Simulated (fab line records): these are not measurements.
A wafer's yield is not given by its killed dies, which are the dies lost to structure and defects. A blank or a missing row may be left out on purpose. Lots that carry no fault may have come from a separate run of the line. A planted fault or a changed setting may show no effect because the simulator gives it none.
fab line records    flow sky130
record: lots: 14  wafers: 42  lastDay: 50
route steps=708 shown CONTACT@432 VIA1@470
lots that met no fault: from a run of the same line without faults
startH: the number of hours between the record's first day and the start of the first shown wafer of the lot    waitH: hours from the lot's prior step to this one    " as in the row above    L1.1+2: a row that stands for several wafers    - value missing, or start not given    * or withheld: withheld    < > ~ a bound
route shown NAME@n: names a module that has steps shown in the file, with the first one's number in the route    usual: average and standard deviation across the fault-free wafers    same: alike in all rows    chamber/n: place in a boat    sites: readings site by site    _std_site: standard deviation across them    _edge_site: mean of outer sites minus mean of inner sites    radiusMm: for every site, how far away it sits from the centre of the wafer    mask NAME#n: copy n    behind: the last tool/chamber to shape the wafer    hold: what put the lot on hold/how long, in hours/how the hold closed    device: the transistor (n, p or np) that didn't switch    end of line: tests of these same wafers at the route's end    where a step has no rows: the recipe by itself    killed: count of dies lost to structure and defects at first sort (not the wafer's yield)    map: the dies of a wafer, with x for killed, . for not killed, _ for no die there
set.NAME: the run value of the setting; set.NAME@STEP: its run value at that earlier step    model.NAME: the simulator's own value behind a step, which no gauge read
route steps across a sampled set of lots; one table per step, one row per wafer
services: when a tool's chamber went out of use (startH, in hours from the record's first day, below 0 if earlier), for how many hours, and the reason
== steps ==
step: SKY_CONTACT_THK_MEAS_26
recipe: thkMeasGauge: xrf  reads: W_of_CONTACT_CVD_24
usual: CONTACT_W_THK: 346/6.7
lot.wafer  tool          chamber  startH  waitH  CONTACT_W_THK[nm]
L898.1     filmMetro-02  -        730.33  0.1    346
L898.5     "             -        "       "      343
L898.6     "             -        "       "      354
L899.1     filmMetro-02  -        740.66  0.1    347
L899.2     "             -        "       "      350
L899.5     "             -        "       "      344
L901.2     filmMetro-02  -        752.54  0.1    357
L901.4     "             -        "       "      350
L901.5     "             -        "       "      353
L902.3     filmMetro-03  -        761.04  0.1    332
L902.4     "             -        "       "      342
L902.6     "             -        "       "      339
L903.2     filmMetro-01  -        775.68  0.1    336
L903.4     "             -        "       "      335
L903.5     "             -        "       "      331
L904.3     filmMetro-01  -        778.44  0.1    340
L904.5     "             -        "       "      345
L904.6     "             -        "       "      343
L906.3     filmMetro-02  -        789.79  0.1    354
L906.4     "             -        "       "      344
L906.5     "             -        "       "      351
L907.4     filmMetro-02  -        806.55  0.1    355
L907.5     "             -        "       "      359
L907.6     "             -        "       "      347
L910.2     filmMetro-02  -        830.33  0.1    353
L910.3     "             -        "       "      352
L910.6     "             -        "       "      353
L912.1     filmMetro-01  -        844.32  0.1    340
L912.2     "             -        "       "      343
L912.5     "             -        "       "      348
L913.2     filmMetro-03  -        886.13  0.1    349
L913.3     "             -        "       "      349
L913.5     "             -        "       "      352
L914.3     filmMetro-01  -        887.92  0.1    344
L914.4     "             -        "       "      343
L914.6     "             -        "       "      343
L920.2     filmMetro-02  -        896.10  0.1    358
L920.3     "             -        "       "      358
L920.5     "             -        "       "      358
L921.2     filmMetro-02  -        905.26  0.1    351
L921.5     "             -        "       "      353
L921.6     "             -        "       "      354
step: SKY_VIA1_CD_MEAS_12
recipe: targetCdNm: 150
usual: cdNm: 149.7/1.8
lot.wafer  tool      chamber  startH  waitH  cdNm
L898.1     cdSem-02  -        786.11  -      150.6
L898.5     "         -        "       "      149.6
L898.6     "         -        "       "      149.6
L899.1     cdSem-01  -        795.95  -      150.4
L899.2     "         -        "       "      149.5
L899.5     "         -        "       "      150.2
L901.2     cdSem-01  -        807.32  -      149.0
L901.4     "         -        "       "      148.1
L901.5     "         -        "       "      149.0
L902.3     cdSem-01  -        816.25  -      151.2
L902.4     "         -        "       "      151.0
L902.6     "         -        "       "      151.3
L903.2     cdSem-01  -        830.28  -      145.0
L903.4     "         -        "       "      147.8
L903.5     "         -        "       "      145.0
L904.3     cdSem-02  -        833.34  -      149.7
L904.5     "         -        "       "      150.1
L904.6     "         -        "       "      149.1
L906.3     cdSem-02  -        844.79  -      149.7
L906.4     "         -        "       "      149.8
L906.5     "         -        "       "      149.7
L907.4     cdSem-02  -        861.92  -      150.2
L907.5     "         -        "       "      150.8
L907.6     "         -        "       "      149.5
L910.2     cdSem-01  -        882.78  -      148.4
L910.3     "         -        "       "      149.6
L910.6     "         -        "       "      151.0
L912.1     cdSem-01  -        894.46  -      149.4
L912.2     "         -        "       "      148.2
L912.5     "         -        "       "      147.5
L913.2     cdSem-02  -        934.87  -      150.5
L913.3     "         -        "       "      149.0
L913.5     "         -        "       "      149.2
L914.3     cdSem-02  -        939.30  -      152.3
L914.4     "         -        "       "      151.4
L914.6     "         -        "       "      152.0
L920.2     cdSem-01  -        947.65  -      149.6
L920.3     "         -        "       "      149.7
L920.5     "         -        "       "      149.0
L921.2     cdSem-02  -        955.42  -      149.7
L921.5     "         -        "       "      149.1
L921.6     "         -        "       "      149.7
step: SKY_VIA1_STRIP_16
recipe: chemistry: O2/N2  powerW: 1400  pressureMtorr: 1500  platenTempC: withheld  o2FlowSccm: 3000  n2FlowSccm: 300  overashFraction: 0.5
usual: drypumpMotorCurrentA: 5.4/0.35  oesProductAu: 0.416/0.0047  stripTimeToEndpointS: 4.462/0.029
lot.wafer  tool            chamber  startH  waitH  drypumpMotorCurrentA  oesProductAu  rfHoursCounterH  stripTimeToEndpointS
L898.1     plasmaAsher-01  1        786.35  0.0    5.3                   0.410         34               4.448
L898.5     "               0        "       "      5.2                   0.412         -                4.460
L898.6     "               1        "       "      5.4                   0.411         -                4.444
L899.1     plasmaAsher-03  0        796.24  0.0    4.8                   0.418         5                4.495
L899.2     "               1        "       "      5.9                   0.410         5                4.473
L899.5     "               0        "       "      4.8                   0.421         -                4.473
L901.2     plasmaAsher-03  0        807.55  0.0    4.8                   0.418         7                4.477
L901.4     "               1        "       "      5.9                   0.418         -                4.431
L901.5     "               1        "       "      5.9                   0.419         -                4.450
L902.3     plasmaAsher-03  0        816.49  0.1    4.8                   0.415         -                4.400
L902.4     "               1        "       "      5.9                   0.413         -                4.396
L902.6     "               1        "       "      5.8                   0.413         -                4.456
L903.2     plasmaAsher-03  0        830.55  0.0    4.8                   0.415         9                4.474
L903.4     "               0        "       "      4.8                   0.422         -                4.473
L903.5     "               1        "       "      5.9                   0.414         -                4.497
L904.3     plasmaAsher-03  1        833.58  0.1    5.8                   0.419         -                4.462
L904.5     "               0        "       "      4.8                   0.418         -                4.455
L904.6     "               1        "       "      5.9                   0.410         -                4.438
L906.3     plasmaAsher-04  1        845.03  0.1    5.4                   0.419         -                4.481
L906.4     "               0        "       "      5.6                   0.410         -                4.499
L906.5     "               1        "       "      5.4                   0.416         -                4.455
L907.4     plasmaAsher-01  0        862.14  0.1    5.3                   0.415         -                4.461
L907.5     "               1        "       "      5.3                   0.415         -                4.503
L907.6     "               0        "       "      5.3                   0.418         -                4.445
L910.2     plasmaAsher-04  0        883.01  0.0    5.6                   0.407         76               4.468
L910.3     "               0        "       "      5.6                   0.417         -                4.448
L910.6     "               1        "       "      5.4                   0.420         -                4.460
L912.1     plasmaAsher-03  0        894.71  0.0    4.9                   0.414         16               4.393
L912.2     "               1        "       "      5.9                   0.409         16               4.393
L912.5     "               0        "       "      4.8                   0.411         -                4.413
L913.2     plasmaAsher-01  1        935.10  0.0    5.4                   0.424         47               4.502
L913.3     "               1        "       "      5.3                   0.413         -                4.409
L913.5     "               0        "       "      5.3                   0.412         -                4.404
L914.3     plasmaAsher-01  1        939.54  0.1    5.4                   0.417         -                4.440
L914.4     "               0        "       "      5.2                   0.412         -                4.456
L914.6     "               0        "       "      5.3                   0.420         -                4.489
L920.2     plasmaAsher-03  1        947.88  0.0    5.9                   0.415         21               4.493
L920.3     "               0        "       "      4.8                   0.408         -                4.510
L920.5     "               0        "       "      4.8                   0.421         -                4.484
L921.2     plasmaAsher-01  0        955.65  0.0    5.3                   0.418         49               4.472
L921.5     "               0        "       "      5.3                   0.410         -                4.457
L921.6     "               1        "       "      5.3                   0.414         -                4.459
step: SKY_VIA1_CVD_21
recipe: material: W  targetThkNm: 270  timeS: 80.902  tempC: 400  pressureTorr: 40
usual: chamberPressureTorr: 40.01/0.099  heaterPowerOuterW: 538/32  heaterPowerW: 851/46
lot.wafer  tool     chamber  startH  waitH  chamberPressureTorr  heaterPowerOuterW  heaterPowerW
L898.1     cvdW-02  1        787.01  0.0    40.01                577                928
L898.5     "        1        "       "      40.03                573                961
L898.6     "        0        "       "      40.13                593                899
L899.1     cvdW-01  1        796.89  0.0    39.93                528                823
L899.2     "        0        "       "      39.99                510                800
L899.5     "        1        "       "      39.98                533                833
L901.2     cvdW-02  0        808.20  0.0    39.92                588                875
L901.4     "        0        "       "      40.10                589                900
L901.5     "        0        "       "      39.96                583                909
L902.3     cvdW-01  0        817.17  0.1    40.14                507                783
L902.4     "        0        "       "      40.06                509                822
L902.6     "        0        "       "      39.95                498                799
L903.2     cvdW-02  1        831.24  0.1    40.14                571                942
L903.4     "        1        "       "      39.97                569                937
L903.5     "        1        "       "      40.12                578                919
L904.3     cvdW-01  1        834.23  0.1    39.93                534                833
L904.5     "        1        "       "      39.85                537                845
L904.6     "        0        "       "      40.08                502                803
L906.3     cvdW-01  0        845.68  0.1    39.99                508                811
L906.4     "        1        "       "      39.96                540                812
L906.5     "        1        "       "      40.19                547                835
L907.4     cvdW-01  1        862.79  0.1    40.04                558                834
L907.5     "        0        "       "      40.00                519                811
L907.6     "        1        "       "      40.09                544                822
L910.2     cvdW-02  1        883.67  0.0    39.93                572                954
L910.3     "        1        "       "      39.95                584                950
L910.6     "        1        "       "      40.07                584                967
L912.1     cvdW-01  0        895.37  0.0    40.00                514                816
L912.2     "        1        "       "      40.03                533                845
L912.5     "        0        "       "      39.97                498                836
L913.2     cvdW-01  0        935.76  0.0    -                    -                  -
L913.3     "        0        "       "      -                    -                  -
L913.5     "        0        "       "      -                    -                  -
L914.3     cvdW-02  0        940.23  0.1    -                    -                  -
L914.4     "        1        "       "      -                    -                  -
L914.6     "        1        "       "      -                    -                  -
L920.2     cvdW-01  1        948.68  0.0    39.96                537                830
L920.3     "        0        "       "      40.02                504                815
L920.5     "        1        "       "      39.99                561                825
L921.2     cvdW-01  0        956.33  0.0    40.00                519                834
L921.5     "        1        "       "      39.98                540                825
L921.6     "        0        "       "      39.93                504                814
step: SKY_VIA1_RS_MEAS_22
recipe: thkMeasGauge: four-point-probe  reads: W_of_VIA1_CVD_21+TiN_of_VIA1_SPUTTER_20
usual: VIA1_W_RS: 0.425/0.0045
lot.wafer  tool          chamber  startH  waitH  VIA1_W_RS[ohm/sq]
L898.1     filmMetro-01  -        787.10  0.1    0.424
L898.5     "             -        "       "      0.420
L898.6     "             -        "       "      0.433
L899.1     filmMetro-03  -        796.99  0.1    0.431
L899.2     "             -        "       "      0.432
L899.5     "             -        "       "      0.431
L901.2     filmMetro-01  -        808.31  0.1    0.422
L901.4     "             -        "       "      0.425
L901.5     "             -        "       "      0.427
L902.3     filmMetro-03  -        817.34  0.1    0.419
L902.4     "             -        "       "      0.422
L902.6     "             -        "       "      0.420
L903.2     filmMetro-01  -        831.42  0.1    0.417
L903.4     "             -        "       "      0.415
L903.5     "             -        "       "      0.422
L904.3     filmMetro-01  -        834.33  0.1    0.427
L904.5     "             -        "       "      0.429
L904.6     "             -        "       "      0.421
L906.3     filmMetro-03  -        845.78  0.1    0.421
L906.4     "             -        "       "      0.429
L906.5     "             -        "       "      0.427
L907.4     filmMetro-01  -        862.91  0.1    0.421
L907.5     "             -        "       "      0.422
L907.6     "             -        "       "      0.429
L910.2     filmMetro-03  -        883.78  0.1    0.422
L910.3     "             -        "       "      0.426
L910.6     "             -        "       "      0.418
L912.1     filmMetro-03  -        895.46  0.1    0.417
L912.2     "             -        "       "      0.424
L912.5     "             -        "       "      0.419
L913.2     filmMetro-04  -        935.87  0.1    58.639
L913.3     "             -        "       "      56.478
L913.5     "             -        "       "      56.313
L914.3     filmMetro-04  -        940.34  0.1    59.769
L914.4     "             -        "       "      58.414
L914.6     "             -        "       "      59.594
L920.2     filmMetro-03  -        948.79  0.1    0.427
L920.3     "             -        "       "      0.422
L920.5     "             -        "       "      0.426
L921.2     filmMetro-04  -        956.44  0.1    0.427
L921.5     "             -        "       "      0.431
L921.6     "             -        "       "      0.431
step: SKY_VIA1_THK_MEAS_23
recipe: thkMeasGauge: xrf  reads: W_of_VIA1_CVD_21
usual: VIA1_W_THK: 271/3.5
lot.wafer  tool          chamber  startH  waitH  VIA1_W_THK[nm]
L898.1     filmMetro-01  -        787.22  0.1    272
L898.5     "             -        "       "      275
L898.6     "             -        "       "      265
L899.1     filmMetro-03  -        797.11  0.1    268
L899.2     "             -        "       "      266
L899.5     "             -        "       "      266
L901.2     filmMetro-01  -        808.42  0.1    275
L901.4     "             -        "       "      272
L901.5     "             -        "       "      272
L902.3     filmMetro-03  -        817.44  0.1    276
L902.4     "             -        "       "      273
L902.6     "             -        "       "      275
L903.2     filmMetro-01  -        831.53  0.1    276
L903.4     "             -        "       "      277
L903.5     "             -        "       "      273
L904.3     filmMetro-01  -        834.43  0.1    270
L904.5     "             -        "       "      269
L904.6     "             -        "       "      274
L906.3     filmMetro-03  -        845.88  0.1    273
L906.4     "             -        "       "      267
L906.5     "             -        "       "      270
L907.4     filmMetro-01  -        863.00  0.1    274
L907.5     "             -        "       "      274
L907.6     "             -        "       "      268
L910.2     filmMetro-03  -        883.89  0.1    276
L910.3     "             -        "       "      274
L910.6     "             -        "       "      277
L912.1     filmMetro-03  -        895.58  0.1    279
L912.2     "             -        "       "      272
L912.5     "             -        "       "      277
L913.2     filmMetro-04  -        935.98  0.1    <0
L913.3     "             -        "       "      <0
L913.5     "             -        "       "      <0
L914.3     filmMetro-04  -        940.44  0.1    <0
L914.4     "             -        "       "      <0
L914.6     "             -        "       "      <0
L920.2     filmMetro-03  -        948.90  0.1    272
L920.3     "             -        "       "      275
L920.5     "             -        "       "      271
L921.2     filmMetro-04  -        956.55  0.1    266
L921.5     "             -        "       "      264
L921.6     "             -        "       "      265
step: SKY_VIA1_CMP_24
recipe: stopOn: SiO2  tOverpolishS: 15  downForcePsi: 3.5  platenRpm: 60  targetThkNm: 0  padVelocityMS: 0.94248
usual: motorCurrentA: 11.1/0.93  platenRpm: 60.00/0.04  timeToEndpointS: 65/4.5
lot.wafer  tool    chamber  startH  waitH  motorCurrentA  platenRpm  timeToEndpointS
L898.1     cmp-02  1        787.28  0.1    11.3           60.03      73
L898.5     "       1        "       "      12.6           60.00      72
L898.6     "       2        "       "      9.9            59.99      61
L899.2     cmp-01  3        797.17  0.0    10.7           60.04      59
L899.1     "       0        "       "      10.1           60.00      70
L899.5     "       0        "       "      9.6            59.99      70
L901.2     cmp-02  2        808.52  0.1    9.5            60.02      61
L901.4     "       3        "       "      12.4           60.06      63
L901.5     "       1        "       "      11.6           60.14      68
L902.3     cmp-02  0        817.53  0.1    12.0           59.94      67
L902.4     "       1        "       "      12.0           60.00      69
L902.6     "       3        "       "      12.7           59.97      67
L903.4     cmp-02  1        831.68  0.1    11.4           59.99      74
L903.2     "       2        "       "      9.7            59.98      68
L903.5     "       3        "       "      11.5           60.04      67
L904.3     cmp-01  0        834.57  0.1    9.9            60.03      71
L904.6     "       2        "       "      10.8           60.02      71
L904.5     "       3        "       "      10.2           59.95      56
L906.3     cmp-02  2        846.02  0.1    9.7            59.93      61
L906.4     "       3        "       "      12.2           59.95      61
L906.5     "       1        "       "      11.2           59.98      64
L907.4     cmp-02  0        863.08  0.1    11.8           59.98      63
L907.5     "       3        "       "      12.0           59.98      63
L907.6     "       0        "       "      11.8           59.97      61
L910.2     cmp-01  1        883.99  0.1    11.1           60.01      68
L910.3     "       3        "       "      10.4           59.99      55
L910.6     "       1        "       "      11.3           60.01      66
L912.1     cmp-01  3        895.69  0.1    10.9           60.07      56
L912.2     "       0        "       "      9.5            60.01      69
L912.5     "       3        "       "      10.6           59.98      57
L913.3     cmp-01  1        936.03  0.0    10.8           59.95      6
L913.2     "       3        "       "      10.8           59.96      0
L913.5     "       1        "       "      10.5           60.04      7
L914.4     cmp-02  3        940.53  0.1    12.0           59.98      5
L914.3     "       0        "       "      11.9           60.05      3
L914.6     "       2        "       "      10.0           59.98      3
L920.3     cmp-01  2        949.00  0.1    11.4           59.96      67
L920.2     "       3        "       "      10.5           60.00      56
L920.5     "       2        "       "      11.8           59.99      66
L921.2     cmp-01  0        956.65  0.1    9.9            60.05      68
L921.6     "       3        "       "      11.1           59.99      55
L921.5     "       0        "       "      9.5            59.95      67
== services ==
tool            chamber  startH  hours  kind
plasmaAsher-03  -        783.23  1.3    repair
cmp-01          -        784.00  1.0    repair
cmp-02          -        784.37  0.5    repair
cmp-02          -        791.76  2.2    repair
plasmaAsher-01  -        806.17  10.0   pm
cmp-02          -        812.98  4.3    repair
cmp-01          -        817.42  1.1    repair
cvdW-01         -        822.03  6.9    pm
cvdW-02         0        824.57  8.5    repair
plasmaAsher-03  -        848.84  0.8    repair
plasmaAsher-04  -        859.55  1.1    repair
cmp-01          -        862.20  1.0    repair
cvdW-02         1        885.45  10.6   repair
cvdW-02         -        904.00  14.0   pm
cvdW-02         0        904.00  14.0   ventCycle
cvdW-02         1        904.00  14.0   ventCycle
cmp-02          -        912.48  4.0    pm
cmp-02          -        916.48  -      consumableReplace:conditioner
cmp-02          -        916.48  -      consumableReplace:pad
cvdW-02         0        918.00  -      clean
cvdW-02         1        918.00  -      clean
cmp-01          -        925.82  1.9    repair
cmp-02          -        936.36  2.5    repair
== key ==
firstSign: step: SKY_VIA1_CVD_21  reading: toolRecord  direction: missing
effect: step: SKY_VIA1_RS_MEAS_22  reading: VIA1_W_RS  direction: up  sigmas: 99+  usual: 0.425  struck: 58.201
effect: step: SKY_VIA1_THK_MEAS_23  reading: VIA1_W_THK  direction: down  sigmas: 78  usual: 271  struck: <0
effect: step: SKY_VIA1_CMP_24  reading: timeToEndpointS  direction: down  sigmas: 14  usual: *  struck: *
metAt SKY_VIA1_CVD_21
struckLots L913,L914
laterRowsLeftOut L913.2,L913.3,L913.5,L914.3,L914.4,L914.6
sortLeftOut L913.2,L913.3,L913.5,L914.3,L914.4,L914.6
notActingAt SKY_CONTACT_THK_MEAS_26,SKY_VIA1_CD_MEAS_12,SKY_VIA1_STRIP_16
onsetBetween 895.37 935.76
fault: kind: skippedStepWhole  tool: cvdW-01,cvdW-02  chamber: -  onsetH: 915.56  steps: SKY_VIA1_CVD_21  scope: struckLotsOnly
sortLeftOut: the simulated sort isn't trusted on such a fault, so these wafers' sort isn't shown, and their yield isn't known
laterRowsLeftOut: the simulator's readings of these wafers behind a module that went badly wrong aren't trusted and aren't shown, but for the sort
